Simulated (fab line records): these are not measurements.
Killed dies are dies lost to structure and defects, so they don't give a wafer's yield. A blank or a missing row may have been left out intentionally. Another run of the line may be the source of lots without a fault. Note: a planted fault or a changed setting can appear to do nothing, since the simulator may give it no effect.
Which of the tools did it?	flow sky130	at 1 step of a route of 708, 12 lots with 36 wafers sampled

WHAT EACH GAUGE READ, for each wafer
SKY_VIA3_BOW_MEAS_03. Usual: for VIA3_BOW the level is 78 um and the standard deviation is 7.8.
lot	measured	on	VIA3_BOW (um)	flag
L374	day 38 10:13	filmMetro-01	78 81 72	
L378	day 39 16:19	filmMetro-04	84 83 89	
L383	day 41 12:09	filmMetro-03	79 73 64	
L384	day 42 02:07	filmMetro-01	89 92 84	
L388	day 42 13:29	filmMetro-03	87 75 75	
L389	day 43 06:00	filmMetro-04	86 84 72	
L390	day 43 10:50	filmMetro-03	65 84 70	
L391	day 43 15:50	filmMetro-04	82 83 76	
L392	day 43 20:21	filmMetro-01	78 64 72	
L393	day 44 05:04	filmMetro-01	76 80 83	
L394	day 44 05:18	filmMetro-04	59 76 79	
L396	day 44 16:24	filmMetro-01	83 81 69	

EACH LOT AND THE TOOL THAT RAN IT (in order: tool; ch and the chambers of the sampled wafers; start)
The record holds no process step before these readings.

AS READ BY THE TOOLS THEMSELVES (means over the sampled wafers that have a number; for cases with no such wafer, the mark the record gives instead)
The record holds no such reading with a usual standard deviation.

THE ANSWER, worked out from the rows above alone
Rule: a lot is off if the mean of its wafers that have a number lies more than 3 standard deviations from the usual mean. A lot without any number at a reading at which 4 lots or more have one is off too. Where the step has rows for the other lots, those lots are counted as sound. First the gauges in route order, then the tools' own readings, where a lot's mean is used as printed above. The first step at which some lot is off is used, and at that step the reading that is off furthest; a lot without a number counts as furthest.
Nothing can be told from this: no lot is off at any reading shown.

WHAT THE SIMULATOR HAD INSERTED
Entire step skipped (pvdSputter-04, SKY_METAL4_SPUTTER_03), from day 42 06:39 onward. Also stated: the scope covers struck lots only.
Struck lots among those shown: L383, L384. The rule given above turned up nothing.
